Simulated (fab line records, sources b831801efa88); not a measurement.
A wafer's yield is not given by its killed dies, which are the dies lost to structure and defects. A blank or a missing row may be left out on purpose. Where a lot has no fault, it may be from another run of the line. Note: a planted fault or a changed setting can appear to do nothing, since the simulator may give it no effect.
Matching of chambers -- flow gf180mcu -- 4 sister chambers for GF_V2_CMP_26 on cmp-01
The step polishes, stops on SiO2, t overpolish 15 s, target thk 0 nm. 8 wafers are shown with their chamber, then 6 later ones without.

== EACH WAFER AND ITS CHAMBER ==
wafer,chamber,motorCurrentA (A),timeToEndpointS (s)
L589.4,1,10.2,82
L589.6,3,11.1,81
L590.1,3,11.3,85
L590.3,0,10.1,91
L590.6,2,10.7,86
L594.1,1,10.2,83
L594.2,0,10.2,88
L594.4,2,10.7,83

== WAFERS WITHOUT THEIR CHAMBER ==
wafer,motorCurrentA (A),timeToEndpointS (s)
L598.1,11.3,78
L598.5,9.9,88
L598.6,10.5,83
L599.3,9.7,87
L599.4,9.8,87
L599.6,9.8,88

== WHICH CHAMBER EACH WENT THROUGH ==
wafer,from the rows above,in truth
L598.1,3,3
L598.5,can't be placed: 0 or 1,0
L598.6,can't be placed: 2 or 1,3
L599.3,can't be placed: 0 or 1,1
L599.4,can't be placed: 0 or 1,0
L599.6,can't be placed: 0 or 1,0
1 of 6 placed correctly. Cannot be placed on the basis of these rows: 5; the candidates contain the true chamber in 4. Placed wrongly: 0.
How it was worked out, from the rows above alone: a wafer's distance from a chamber is the root of the sum, over the readings, of the square of ((its reading less the chamber's mean) divided by the reading's scatter). If the next closest chamber is less than 2 further off than the closest, the wafer can't be placed; otherwise it belongs to the closest. A chamber's mean is the mean of its shown wafers. The scatter is the square root of a quotient: the sum, over the shown wafers, of each reading's squared deviation from its chamber's mean, divided by wafers minus chambers.
